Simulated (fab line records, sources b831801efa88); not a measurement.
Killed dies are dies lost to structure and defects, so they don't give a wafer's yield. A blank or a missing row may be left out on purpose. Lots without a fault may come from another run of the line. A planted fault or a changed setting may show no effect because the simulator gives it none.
Chamber matching | flow sky130 | SKY_VIA3_ETCH_15 on rie_diel-04: 4 sister chambers
The step etches SiO2 in C4F8/O2/Ar, stops on TiN, target depth 507 nm, time 78 s. 18 wafers are shown with their chamber, then 9 later ones without.

WAFERS WITH THEIR CHAMBER
wafer  | chamber | rf_fwd_power_W (W) | oes_product_au (a.u.)
L077.2 | 1       | 1485               | 0.953
L077.3 | 2       | 1486               | 0.945
L077.4 | 3       | 1485               | 0.947
L082.1 | 3       | 1487               | 0.946
L082.5 | 1       | 1489               | 0.945
L082.6 | 2       | 1485               | 0.951
L083.1 | 2       | 1488               | 0.943
L083.3 | 0       | 1480               | 0.948
L083.4 | 1       | 1488               | 0.942
L084.1 | 1       | 1485               | 0.945
L084.2 | 3       | 1488               | 0.947
L084.6 | 2       | 1501               | 0.948
L085.1 | 1       | 1479               | 0.959
L085.3 | 2       | 1489               | 0.949
L085.4 | 0       | 1486               | 0.950
L089.1 | 2       | 1487               | 0.953
L089.2 | 3       | 1487               | 0.943
L089.6 | 3       | 1493               | 0.943

SIGNATURES (means of the wafers above)
reading        | chamber 0 | chamber 1 | chamber 2 | chamber 3 | scatter within a chamber
rf_fwd_power_W | 1483.00   | 1485.20   | 1489.33   | 1488.00   | 4.54
oes_product_au | 0.94900   | 0.94880   | 0.94817   | 0.94520   | 0.00451
Rule: a wafer's distance from a chamber is the root of the sum, over the readings, of the square of ((its reading less the chamber's mean) divided by the reading's scatter). The wafer belongs to the nearest chamber; if the next one is less than 2 further off, it can't be placed. The scatter: the root of (the sum of the squares of (reading less its chamber's mean) over the shown wafers, divided by (wafers less chambers)).

WAFERS WITHOUT THEIR CHAMBER
wafer  | rf_fwd_power_W (W) | oes_product_au (a.u.)
L090.3 | 1489               | 0.948
L090.5 | 1488               | 0.940
L090.6 | 1482               | 0.943
L091.2 | 1484               | 0.944
L091.3 | 1486               | 0.951
L091.5 | 1485               | 0.946
L095.1 | 1493               | 0.950
L095.4 | 1481               | 0.948
L095.6 | 1495               | 0.947

WHICH CHAMBER EACH WENT THROUGH
wafer  | from the rows above               | in truth
L090.3 | can't be placed: 2 or 3 or 1 or 0 | 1
L090.5 | can't be placed: 3 or 2 or 1 or 0 | 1
L090.6 | can't be placed: 0 or 3 or 1 or 2 | 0
L091.2 | can't be placed: 3 or 1 or 0 or 2 | 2
L091.3 | can't be placed: 1 or 0 or 2 or 3 | 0
L091.5 | can't be placed: 1 or 3 or 0 or 2 | 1
L095.1 | can't be placed: 2 or 3 or 1 or 0 | 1
L095.4 | can't be placed: 0 or 1 or 3 or 2 | 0
L095.6 | can't be placed: 2 or 3 or 1 or 0 | 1
Placed correctly: 0 of 9. Can't be placed from these rows: 9 (the true chamber is among the candidates in 9). Placed wrongly: 0.
